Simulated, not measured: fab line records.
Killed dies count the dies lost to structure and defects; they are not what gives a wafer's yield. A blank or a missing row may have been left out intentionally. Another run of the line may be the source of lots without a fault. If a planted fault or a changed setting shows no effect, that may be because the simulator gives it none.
Code-filled problem report in 8D (eight disciplines) form -- flow sfqLine -- the parts of the form that need people (team, actions taken, sign-off) are left out

1. THE ISSUE
Mean M3_NB_RS at SFQ_M3_RS_MEAS_919: 0.954 ohm/sq over 3 wafers in 3 lots; fault-free wafers: 0.887 ohm/sq, standard deviation 0.012. Measured from the usual mean, that is +5.6 standard deviations.
The step: measures by four-point-probe.
First observed at day 35 20:05: wafer L135.2, on filmMetro-01. The record has a number at this step for 37 wafers belonging to 13 lots. Rule for "out", or "out of limits": more than 4 standard deviations from the usual mean. All remaining wafers that have a number are taken as sound.

2. WHAT IT IS; WHAT IT IS NOT
question,is,is not
which readings at this step,M3_NB_RS,-
which lots,"L135, L136, L138","L122, L123, L124, L125, L126, L127, L128, L139, L144, L145"
which wafers of those lots,"L135.2, L136.2, L138.2","L135.5, L136.1, L136.5, L138.4"
read on which gauges,"filmMetro-01, filmMetro-02",filmMetro-04
when,from day 35 20:05,"up to then (22 sound wafers); but 12 sound wafers of L136, L138, L139, L144, L145 came after"

3. THE SUSPECTS, EACH WITH WHAT RULES IT OUT
Counting: a tool at a process step up to the reading stays a suspect if it ran every lot that is out. Sound lots after the first of them don't rule it out here, since some wafers of a struck lot are sound.
- the gauge at SFQ_M3_RS_MEAS_919 is ruled out. Those wafers that are out were read across 2 gauges (filmMetro-01, filmMetro-02).
- pvdSputter-06 at SFQ_TRILAYER_M3_DEP_SPUTTER_073 (material Nb, target thk 200 nm, time 133.3 s): kept. Every lot that is out went through it, the first being L135 (day 35 19:59); the last sound lot it ran before that was L127 (day 32 04:27).
The count leaves pvdSputter-06 at SFQ_TRILAYER_M3_DEP_SPUTTER_073.

4. THE CAUSE (what the simulator had put in)
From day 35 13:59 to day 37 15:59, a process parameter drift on pvdSputter-06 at SFQ_TRILAYER_M3_DEP_SPUTTER_073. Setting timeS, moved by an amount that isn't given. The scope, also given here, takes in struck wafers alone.
After counting, this tool was the only one left.

5. THE CHAIN OF EFFECTS, in route order
One row per reading whose mean, taken over the struck wafers that have a number, lies over 3 standard deviations from the usual. Readings are gone through only where the record gives a usual standard deviation; hours: the median, over the lots, of the time from a lot's start at the first step in this table giving one to that lot's start at this step; sigmas: the change measured in usual standard deviations.
hours,step,reading,usual,on struck wafers,change,sigmas
0,SFQ_M3_RS_MEAS_919,M3_NB_RS,0.887 ohm/sq,0.954,+0.067,+5.6
129,SFQ_TRILAYER_M3_ETCH_METAL_ETCH_078,oesProductAu,0.896 a.u.,0.860,-0.036,-4.4
Here are the process steps it includes:
- SFQ_TRILAYER_M3_ETCH_METAL_ETCH_078: etches Nb in Cl2/Ar, stops on SiO2, target depth 240 nm, time 120 s.

6. HOW IT WOULD HAVE BEEN CAUGHT EARLIER
In this record the first reading out of limits at a measuring or inspecting step was taken at day 35 20:05, 6 hours after the fault began at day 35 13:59.
An alarm limit of 4 standard deviations would not have fired on the tool readings at SFQ_TRILAYER_M3_DEP_SPUTTER_073 for which the record gives a usual standard deviation, since none of them was out on any struck wafer.
Of the lots that are out (3), L136, L138 began SFQ_TRILAYER_M3_DEP_SPUTTER_073 on pvdSputter-06 after day 35 20:05. A hold on the tool at that time would have spared those 2.
